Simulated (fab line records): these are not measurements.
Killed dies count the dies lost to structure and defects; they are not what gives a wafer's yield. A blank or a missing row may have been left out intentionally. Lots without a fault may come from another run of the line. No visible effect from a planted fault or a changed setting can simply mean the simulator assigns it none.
Chamber matching | flow gf180mcu | cmp-02 running GF_CONTACT_CMP_04: 4 sister chambers
The step polishes SiO2. 8 wafers are shown with their chamber, then 7 later ones without.

== EACH WAFER AND ITS CHAMBER ==
wafer  | chamber | motor current A (A) | time to endpoint s (s)
L168.1 | 3       | 13.0                | 108
L168.5 | 3       | 13.0                | 117
L174.5 | 2       | 13.9                | 115
L177.3 | 2       | 13.8                | 107
L179.1 | 0       | 14.5                | 114
L179.4 | 1       | 13.4                | 110
L183.2 | 0       | 13.5                | 117
L183.4 | 1       | 13.6                | 113

== WAFERS WHOSE CHAMBER IS MISSING ==
wafer  | motor current A (A) | time to endpoint s (s)
L183.6 | 13.6                | 112
L187.1 | 12.6                | 117
L187.4 | 13.0                | 111
L187.6 | 13.3                | 115
L190.3 | 13.4                | 99
L190.4 | 12.2                | 107
L190.5 | 12.3                | 115

== WHICH CHAMBER EACH ONE RAN IN ==
wafer  | from the rows above               | in truth
L183.6 | can't be placed: 1 or 2 or 0 or 3 | 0
L187.1 | can't be placed: 3 or 1           | 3
L187.4 | can't be placed: 3 or 1           | 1
L187.6 | can't be placed: 1 or 3 or 2 or 0 | 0
L190.3 | can't be placed: 1 or 2 or 3 or 0 | 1
L190.4 | can't be placed: 3 or 1           | 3
L190.5 | can't be placed: 3 or 1           | 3
Correct placement for 0 of the 7. Not placeable from these rows: 7 (in 7, the candidates include the true chamber). Number placed wrongly: 0.
How it was worked out, from the rows above alone: a wafer's distance from a chamber is the root of the sum, over the readings, of the square of ((its reading less the chamber's mean) divided by the reading's scatter). If the next closest chamber is less than 2 further off than the closest, the wafer can't be placed; otherwise it belongs to the closest. Each chamber's mean is taken over the wafers shown for it. The scatter: take each reading less its chamber's mean, square it, sum over the shown wafers, divide by the number of wafers less the number of chambers, and take the root.
